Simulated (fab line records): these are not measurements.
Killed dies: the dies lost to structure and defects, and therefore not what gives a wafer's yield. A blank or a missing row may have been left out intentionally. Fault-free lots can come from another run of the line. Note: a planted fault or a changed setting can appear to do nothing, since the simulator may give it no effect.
fab line records	flow sky130
record lots=6	wafers=18	lastDay=50
route steps=708 shown LOCAL_INTERCONNECT@396 CONTACT@406 PAD_OPEN@708
lots with no fault: from the same line, run without faults
startH: hours from the record's opening day to when the first of the lot's shown wafers began	waitH: time in hours since the lot's previous step	" same as the row above	L1.1+2: a row that stands for several wafers	- no value present, or no start provided	* or withheld: withheld	< > ~ a bound
route shown NAME@n: NAME is a module with steps in the file, n the number in the route of the first one	usual: the fault-free wafers' mean and standard deviation	same: alike in all rows	chamber/n: place in a boat	sites: readings site by site	_std_site: standard deviation across them	_edge_site: outer sites' mean less inner sites'	radiusMm: how far each site lies from the wafer's centre	mask NAME#n: copy n	behind: the last tool/chamber to shape the wafer	hold: why the lot was held/for how many hours/how that ended	device: the n, p or np transistor that did not switch	end of line: tests run on the same wafers once the route is complete	a step with no rows: only its recipe	killed: dies that structure and defects cost at the first sort, which is not the same as the wafer's yield	map: shows each die of a wafer: x if killed, . if not, _ if none is there
set.NAME: setting as actually run; set.NAME@STEP: the setting as run at that earlier step	model.NAME: the simulator's own value behind a step, which no gauge read
lots seen at some steps along the route; tables by step, rows by wafer
services: when a tool's chamber went out of use (startH, in hours from the record's first day, below 0 if earlier), for how many hours, and the reason
## steps
# step SKY_LOCAL_INTERCONNECT_PEB_09
# recipe pebTempC=withheld	pebTimeS=withheld	resist=KrF-thick
# step SKY_LOCAL_INTERCONNECT_DEVELOP_10
# recipe developTimeS=60	resist=KrF-thick	devTempC=21
# step SKY_LOCAL_INTERCONNECT_CD_MEAS_11
# recipe targetCdNm=170
# usual cdNm=170.5/1.3
lot.wafer	tool	chamber	startH	waitH	cdNm
L784.3	cdSem-02	-	724.70	-	171.1
L784.4	"	-	"	"	170.8
L784.6	"	-	"	"	170.3
L785.1	cdSem-02	-	731.30	-	169.0
L785.3	"	-	"	"	170.1
L785.6	"	-	"	"	169.0
L794.1	cdSem-01	-	798.40	-	170.3
L794.3	"	-	"	"	170.3
L794.4	"	-	"	"	169.5
L801.3	cdSem-01	-	857.80	-	173.6
L801.4	"	-	"	"	173.3
L801.5	"	-	"	"	172.3
L802.2	cdSem-02	-	861.52	-	170.5
L802.4	"	-	"	"	172.3
L802.5	"	-	"	"	171.7
L804.1	cdSem-02	-	877.46	-	170.6
L804.3	"	-	"	"	171.9
L804.6	"	-	"	"	172.4
# step SKY_LOCAL_INTERCONNECT_OVL_MEAS_12
# usual LOCAL_INTERCONNECT_OVL=2/5.5
lot.wafer	tool	chamber	startH	waitH	LOCAL_INTERCONNECT_OVL[nm]
L784.3	overlay-02	-	724.79	0.1	5
L784.4	"	-	"	"	-2
L784.6	"	-	"	"	-4
L785.1	overlay-01	-	731.42	0.1	14
L785.3	"	-	"	"	14
L785.6	"	-	"	"	16
L794.1	overlay-02	-	798.52	0.1	4
L794.3	"	-	"	"	-1
L794.4	"	-	"	"	4
L801.3	overlay-02	-	857.89	0.1	5
L801.4	"	-	"	"	-2
L801.5	"	-	"	"	-1
L802.2	overlay-01	-	861.63	0.1	8
L802.4	"	-	"	"	9
L802.5	"	-	"	"	13
L804.1	overlay-02	-	877.58	0.1	-1
L804.3	"	-	"	"	0
L804.6	"	-	"	"	-3
# step SKY_LOCAL_INTERCONNECT_ETCH_13
# recipe chemistry=N2/H2	target=BARC	ionEnergyEv=200	biasW=100	pressureMtorr=30	n2FlowSccm=100	h2FlowSccm=200	icpW=500	stopOn=SiO2	timeS=45.9	targetDepthA=600
# usual biasW=99.95/0.26	drypumpMotorCurrentA=5.4/0.52	oesProductAu=0.855/0.0047	throttleValvePct=13.225/0.0085
lot.wafer	tool	chamber	startH	waitH	biasW	drypumpMotorCurrentA	oesProductAu	rfHoursCounterH	throttleValvePct
L784.3	rieMetal-01	1	724.84	0.0	99.69	5.4	0.855	-	13.227
L784.4	"	0	"	"	100.09	5.2	0.863	-	13.221
L784.6	"	0	"	"	100.17	5.2	0.850	-	13.232
L785.1	rieMetal-01	0	731.46	0.0	99.82	5.2	0.859	3	13.233
L785.3	"	1	"	"	99.69	5.4	0.853	-	13.229
L785.6	"	1	"	"	99.86	5.4	0.854	-	13.232
L794.1	rieMetal-02	0	798.56	0.0	100.03	5.0	0.853	3	13.225
L794.3	"	1	"	"	99.88	6.5	0.857	-	13.228
L794.4	"	0	"	"	100.08	5.0	0.851	-	13.215
L801.3	rieMetal-01	1	857.94	0.0	100.18	5.4	0.853	-	13.238
L801.4	"	0	"	"	99.38	5.2	0.855	-	13.220
L801.5	"	0	"	"	99.67	5.2	0.862	-	13.218
L802.2	rieMetal-01	1	861.66	0.0	99.86	5.4	0.852	3	13.226
L802.4	"	0	"	"	99.87	5.2	0.849	-	13.207
L802.5	"	0	"	"	100.11	5.2	0.850	-	13.224
L804.1	rieMetal-02	1	877.62	0.0	100.05	6.4	0.852	16	13.222
L804.3	"	1	"	"	99.74	6.4	0.855	-	13.241
L804.6	"	0	"	"	99.85	5.0	0.855	-	13.222
# step SKY_LOCAL_INTERCONNECT_METAL_ETCH_14
# recipe targetDepthNm=110	stopOn=PSG	chemistry=Cl2/BCl3	target=TiN	resistSidewallDeg=88	pressureMtorr=10	icpW=900	biasW=48.5	Cl2_flow_sccm=60	bcl3FlowSccm=30	timeS=31.4
# usual biasW=48.49/0.14	drypumpMotorCurrentA=5.4/0.52	oesProductAu=0.939/0.007	throttleValvePct=21.903/0.0096
lot.wafer	tool	chamber	startH	waitH	biasW	drypumpMotorCurrentA	oesProductAu	rfHoursCounterH	throttleValvePct
L784.3	rieMetal-01	1	724.90	0.0	48.49	5.4	0.933	-	21.914
L784.4	"	0	"	"	48.35	5.2	0.940	-	21.907
L784.6	"	0	"	"	48.48	5.2	0.928	-	21.912
L785.1	rieMetal-01	0	731.52	0.0	48.61	5.2	0.939	3	21.918
L785.3	"	1	"	"	48.31	5.3	0.950	-	21.897
L785.6	"	1	"	"	48.35	5.4	0.954	-	21.880
L794.1	rieMetal-02	0	798.62	0.0	48.39	5.0	0.951	3	21.895
L794.3	"	1	"	"	48.32	6.5	0.939	-	21.898
L794.4	"	0	"	"	48.59	5.0	0.941	-	21.897
L801.3	rieMetal-01	1	858.00	0.0	48.57	5.4	0.934	-	21.899
L801.4	"	0	"	"	48.75	5.2	0.937	-	21.904
L801.5	"	0	"	"	48.47	5.2	0.943	-	21.899
L802.2	rieMetal-01	1	861.72	0.0	48.56	5.4	0.940	3	21.905
L802.4	"	0	"	"	48.62	5.2	0.937	-	21.913
L802.5	"	0	"	"	48.49	5.2	0.933	-	21.910
L804.1	rieMetal-02	1	877.68	0.0	48.63	6.4	0.937	16	21.895
L804.3	"	1	"	"	48.72	6.4	0.947	-	21.885
L804.6	"	0	"	"	48.27	5.0	0.935	-	21.898
# step SKY_LOCAL_INTERCONNECT_STRIP_15
# recipe chemistry=O2/N2	powerW=1400	pressureMtorr=1500	platenTempC=withheld	o2FlowSccm=3000	n2FlowSccm=300	overashFraction=0.5
# usual drypumpMotorCurrentA=5.4/0.42	oesProductAu=0.427/0.0044	stripTimeToEndpointS=4.727/0.02
lot.wafer	tool	chamber	startH	waitH	drypumpMotorCurrentA	oesProductAu	rfHoursCounterH	stripTimeToEndpointS
L784.3	plasmaAsher-02	1	724.97	0.1	5.7	0.427	-	4.729
L784.4	"	0	"	"	5.0	0.422	-	4.715
L784.6	"	0	"	"	5.1	0.428	-	4.710
L785.1	plasmaAsher-01	1	731.57	0.0	5.0	0.434	28	4.736
L785.3	"	1	"	"	5.0	0.429	-	4.746
L785.6	"	1	"	"	5.0	0.433	-	4.741
L794.1	plasmaAsher-01	1	798.68	0.0	5.0	0.425	35	4.700
L794.3	"	0	"	"	6.1	0.430	-	4.689
L794.4	"	1	"	"	5.0	0.431	-	4.706
L801.3	plasmaAsher-03	1	858.07	0.1	5.2	0.434	-	4.745
L801.4	"	0	"	"	5.3	0.421	-	4.730
L801.5	"	1	"	"	5.2	0.424	-	4.741
L802.2	plasmaAsher-01	1	861.78	0.0	5.0	0.430	41	4.749
L802.4	"	1	"	"	5.0	0.430	-	4.723
L802.5	"	0	"	"	6.1	0.429	-	4.732
L804.1	plasmaAsher-02	1	877.73	0.0	5.7	0.431	12	4.698
L804.3	"	1	"	"	5.7	0.426	-	4.709
L804.6	"	0	"	"	5.0	0.423	-	4.727
# step SKY_LOCAL_INTERCONNECT_STRIP_16
# recipe chemistry=postEtchResidueRemover	timeS=1200	tempC=72.5
# step SKY_LOCAL_INTERCONNECT_CLEAN_17
# recipe chemistry=IPA	timeS=180	tempC=25
# step SKY_LOCAL_INTERCONNECT_CLEAN_18
# recipe chemistry=O3/DIW	dry=n2Spin
# step SKY_CONTACT_CVD_00
# recipe material=Si3N4	targetThkNm=75	tempC=400	timeS=withheld	rfW=450
# usual heaterPowerW=734/81
lot.wafer	tool	chamber	startH	waitH	heaterPowerW
L784.3	pecvd-01	0	725.52	0.0	714
L784.4	"	1	"	"	714
L784.6	"	2	"	"	841
L785.1	pecvd-04	2	732.17	0.0	703
L785.3	"	1	"	"	717
L785.6	"	0	"	"	669
L794.1	pecvd-02	0	799.27	0.0	721
L794.3	"	1	"	"	615
L794.4	"	0	"	"	725
L801.3	pecvd-04	0	858.63	0.0	615
L801.4	"	1	"	"	676
L801.5	"	0	"	"	629
L802.2	pecvd-01	0	862.37	0.0	738
L802.4	"	1	"	"	821
L802.5	"	2	"	"	756
L804.1	pecvd-04	1	878.33	0.0	602
L804.3	"	0	"	"	680
L804.6	"	1	"	"	614
# step SKY_CONTACT_THK_MEAS_01
# recipe reads=Si3N4_of_CONTACT_CVD_00
# usual CONTACT_CVD_00_THK=74.6/0.98
lot.wafer	tool	chamber	startH	waitH	CONTACT_CVD_00_THK[nm]
L784.3	filmMetro-04	-	725.58	-	75.8
L784.4	"	-	"	"	74.3
L784.6	"	-	"	"	75.5
L785.1	filmMetro-04	-	732.21	-	73.6
L785.3	"	-	"	"	74.4
L785.6	"	-	"	"	75.6
L794.1	filmMetro-02	-	799.31	-	74.4
L794.3	"	-	"	"	73.8
L794.4	"	-	"	"	74.6
L801.3	filmMetro-02	-	858.68	-	73.7
L801.4	"	-	"	"	75.5
L801.5	"	-	"	"	75.6
L802.2	filmMetro-04	-	862.41	-	76.0
L802.4	"	-	"	"	75.3
L802.5	"	-	"	"	76.8
L804.1	filmMetro-04	-	878.38	-	74.5
L804.3	"	-	"	"	74.7
L804.6	"	-	"	"	75.6
# step SKY_CONTACT_HDPCVD_02
# recipe material=SiO2	targetThkNm=565	sigmaOpenFrac=0.3	timeS=94.2	tempC=600	sih4FlowSccm=60	pressureMtorr=6
# usual runLengthS=121.9/0.42	sih4FlowSccm=59.98/0.18
lot.wafer	tool	chamber	startH	waitH	runLengthS	sih4FlowSccm	model.SiO2_of_CONTACT_HDPCVD_02.thkNm
L784.3	hdpcvd-01	2	725.62	0.0	122.3	60.14	566.2
L784.4	"	0	"	"	122.6	60.38	559.7
L784.6	"	2	"	"	122.0	59.85	563.1
L785.1	hdpcvd-02	2	732.27	0.1	122.0	59.90	564.4
L785.3	"	0	"	"	121.2	59.89	565.9
L785.6	"	2	"	"	122.7	59.73	566.8
L794.1	hdpcvd-02	1	799.37	0.1	122.3	60.24	569.1
L794.3	"	0	"	"	121.2	60.22	568.3
L794.4	"	0	"	"	121.6	59.97	576.4
L801.3	hdpcvd-01	1	858.72	0.0	121.9	59.96	559.7
L801.4	"	1	"	"	117.8	59.89	530.4
L801.5	"	0	"	"	117.1	60.05	535.9
L802.2	hdpcvd-01	2	862.46	0.0	117.7	60.16	530.8
L802.4	"	0	"	"	117.4	59.97	536.2
L802.5	"	1	"	"	117.5	60.12	539.4
L804.1	hdpcvd-02	0	878.44	0.1	121.0	59.94	570.2
L804.3	"	2	"	"	122.3	60.23	575.9
L804.6	"	1	"	"	121.5	59.84	580.5
# step SKY_CONTACT_THK_MEAS_03
# recipe reads=SiO2_of_CONTACT_HDPCVD_02
# usual CONTACT_HDPCVD_THK=564/7.8
lot.wafer	tool	chamber	startH	waitH	CONTACT_HDPCVD_THK[nm]
L784.3	filmMetro-02	-	725.71	0.1	566
L784.4	"	-	"	"	560
L784.6	"	-	"	"	563
L785.1	filmMetro-04	-	732.34	0.0	564
L785.3	"	-	"	"	566
L785.6	"	-	"	"	567
L794.1	filmMetro-01	-	799.43	0.0	569
L794.3	"	-	"	"	568
L794.4	"	-	"	"	577
L801.3	filmMetro-04	-	858.81	0.1	559
L801.4	"	-	"	"	530
L801.5	"	-	"	"	536
L802.2	filmMetro-01	-	862.54	0.0	530
L802.4	"	-	"	"	536
L802.5	"	-	"	"	539
L804.1	filmMetro-02	-	878.51	0.0	571
L804.3	"	-	"	"	576
L804.6	"	-	"	"	580
# step SKY_CONTACT_CMP_04
# recipe material=SiO2	downForcePsi=4	platenRpm=60	padVelocityMS=0.94248
# usual motorCurrentA=11.3/1.2	timeToEndpointS=83/4.7
lot.wafer	tool	chamber	startH	waitH	motorCurrentA	timeToEndpointS
L784.3	cmp-02	1	725.75	0.0	12.5	83
L784.4	"	3	"	"	10.4	83
L784.6	"	2	"	"	9.5	81
L785.3	cmp-01	1	732.40	0.0	12.1	80
L785.1	"	2	"	"	10.3	87
L785.6	"	1	"	"	11.4	83
L794.1	cmp-02	2	799.54	0.1	9.5	87
L794.3	"	3	"	"	10.8	86
L794.4	"	0	"	"	12.6	91
L801.4	cmp-02	1	858.85	0.0	12.3	71
L801.3	"	2	"	"	9.6	74
L801.5	"	1	"	"	12.2	70
L802.4	cmp-02	1	862.59	0.0	11.7	68
L802.2	"	3	"	"	10.1	71
L802.5	"	2	"	"	9.2	71
L804.1	cmp-02	0	878.67	0.1	12.9	86
L804.3	"	1	"	"	12.1	87
L804.6	"	3	"	"	10.5	87
# step SKY_PAD_OPEN_PROBE_99
# usual killed_at_M0_to_M3=43/6.6	killed_at_M4_up=2.9/1.6	killedAtContacts=24/4.9	killedAtFrontEnd=15/4.5	killedAtOther=0.2/0.45	killedDies=86/8.8	killedOnRim=16/4.2	killedOpen=48/6.4	killedShort=38/5.6
# same grossDies=492	killedAtBackSide=0
lot.wafer	tool	chamber	startH	waitH	killed_at_M0_to_M3	killed_at_M4_up	killedAtContacts	killedAtFrontEnd	killedAtOther	killedDies	killedOnRim	killedOpen	killedShort
L794.1	prober-02	-	1149.58	0.1	37	2	28	17	0	84	24	40	44
L794.3	prober-02	-	1149.68	0.2	34	1	28	20	0	83	14	51	32
L794.4	prober-02	-	1149.73	0.2	52	4	24	16	0	96	18	53	43
L801.3	prober-02	-	1186.23	0.2	46	3	20	16	0	85	21	43	42
L801.4	prober-02	-	1186.28	0.2	45	3	32	21	0	101	26	60	41
L801.5	prober-02	-	1186.33	0.2	53	3	29	13	0	98	22	57	41
L802.2	prober-01	-	1188.29	0.1	33	3	23	14	0	73	15	44	29
L802.4	prober-01	-	1188.39	0.2	41	2	24	16	0	83	13	45	38
L802.5	prober-01	-	1188.44	0.2	40	2	20	21	0	83	23	43	40
# killed by level:class
L794.1 CONTACT:geometricParticle:open=9 LI_CONTACT:geometricParticle:open=6 LOCAL_INTERCONNECT:geometricParticle:short=6 CONTACT:geometricParticle:short=6 VIA1:geometricParticle:open=6 VIA1:geometricParticle:short=5 METAL3:geometricParticle:short=5 FIELD_ISO:geometricParticle:short=4
L794.3 LI_CONTACT:geometricParticle:open=9 CONTACT:geometricParticle:open=9 VIA1:geometricParticle:open=9 FIELD_ISO:geometricParticle:open=8 FIELD_ISO:geometricParticle:short=6 VIA2:geometricParticle:open=4 LOCAL_INTERCONNECT:geometricParticle:short=4 VIA1:geometricParticle:short=4
L794.4 VIA1:geometricParticle:open=13 VIA3:geometricParticle:open=9 METAL2:geometricParticle:short=7 CONTACT:geometricParticle:short=7 LI_CONTACT:geometricParticle:open=6 CONTACT:geometricParticle:open=6 VIA2:geometricParticle:open=6 FIELD_ISO:geometricParticle:open=4
L801.3 VIA1:geometricParticle:open=13 VIA1:geometricParticle:short=9 VIA2:geometricParticle:open=6 FIELD_ISO:geometricParticle:short=5 METAL2:geometricParticle:short=5 LI_CONTACT:geometricParticle:open=5 LOCAL_INTERCONNECT:geometricParticle:short=5 CONTACT:geometricParticle:open=4
L801.4 CONTACT:geometricParticle:open=14 VIA1:geometricParticle:open=12 VIA3:geometricParticle:open=9 METAL2:geometricParticle:short=7 LOCAL_INTERCONNECT:geometricParticle:short=7 FIELD_ISO:geometricParticle:open=6 LI_CONTACT:geometricParticle:open=6 FIELD_ISO:geometricParticle:short=4
L801.5 LI_CONTACT:geometricParticle:open=12 VIA3:geometricParticle:open=11 VIA2:geometricParticle:open=9 VIA1:geometricParticle:open=8 FIELD_ISO:geometricParticle:open=6 VIA1:geometricParticle:short=6 CONTACT:geometricParticle:open=6 METAL1:geometricParticle:short=6
L802.2 CONTACT:geometricParticle:open=8 LI_CONTACT:geometricParticle:open=7 VIA1:geometricParticle:open=6 VIA3:geometricParticle:open=6 FIELD_ISO:geometricParticle:open=5 METAL1:geometricParticle:short=5 VIA2:geometricParticle:open=5 CONTACT:geometricParticle:short=4
L802.4 VIA1:geometricParticle:open=9 FIELD_ISO:geometricParticle:open=6 LI_CONTACT:geometricParticle:open=6 VIA2:geometricParticle:open=6 CONTACT:geometricParticle:open=5 CONTACT:geometricParticle:short=5 METAL2:geometricParticle:short=5 METAL3:geometricParticle:short=4
L802.5 CONTACT:geometricParticle:open=9 VIA1:geometricParticle:open=7 POLY_GATE:geometricParticle:open=6 VIA2:geometricParticle:short=6 VIA2:geometricParticle:open=6 FIELD_ISO:geometricParticle:short=5 CONTACT:geometricParticle:short=5 POLY_GATE:geometricParticle:short=4
## services
tool	chamber	startH	hours	kind
pecvd-04	-	704.43	2.8	pm
cmp-02	-	710.32	1.0	repair
pecvd-04	-	713.16	6.0	pm
cmp-02	-	731.66	4.1	pm
plasmaAsher-02	-	733.75	9.0	pm
plasmaAsher-01	-	735.68	1.2	repair
rieMetal-01	0	751.15	3.6	repair
hdpcvd-02	-	761.63	1.4	repair
plasmaAsher-02	-	762.01	2.1	repair
hdpcvd-02	-	763.69	6.0	pm
pecvd-04	-	784.94	0.5	repair
rieMetal-02	1	787.09	11.1	repair
pecvd-04	-	791.76	0.5	repair
cmp-02	-	805.09	4.1	repair
cmp-02	-	811.65	0.3	repair
pecvd-04	2	811.92	9.8	repair
pecvd-01	-	815.00	0.5	repair
cmp-02	-	820.57	6.8	repair
cmp-02	-	834.81	2.2	repair
hdpcvd-02	2	837.07	13.6	repair
hdpcvd-01	-	842.22	1.7	repair
plasmaAsher-02	-	844.87	4.4	repair
pecvd-04	2	865.78	5.3	repair
pecvd-04	2	876.83	23.5	repair
## key
firstSign step=SKY_CONTACT_HDPCVD_02	reading=runLengthS	direction=down	sigmas=11	usual=*	struck=*
effect step=SKY_CONTACT_THK_MEAS_03	reading=CONTACT_HDPCVD_THK	direction=down	sigmas=3.9	usual=564	struck=534
effect step=SKY_CONTACT_CMP_04	reading=timeToEndpointS	direction=down	sigmas=2.6	usual=*	struck=*	wafersMoved=3
modelEffect step=SKY_CONTACT_HDPCVD_02	value=SiO2_of_CONTACT_HDPCVD_02.thkNm	without=560.2	struck=534.5
metAt SKY_CONTACT_HDPCVD_02
struckWafers L801.4,L801.5,L802.2,L802.4,L802.5
testerLeftOut L801,L802
onsetBetween 725.62 858.72
fault kind=processParameterDrift	tool=hdpcvd-01	chamber=-	onsetH=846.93	steps=SKY_CONTACT_HDPCVD_02	channel=timeS	offset=*	shape=step	endH=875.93	scope=struckWafersOnly	actsIn=*	stated=*
# testerLeftOut: of these lots the tester's yield and bins aren't shown, on N5 and GAA mostly nor the transistor test; their killed dies are dies lost to structure and defects alone, not to doping, threshold or leakage, so they don't give the yield
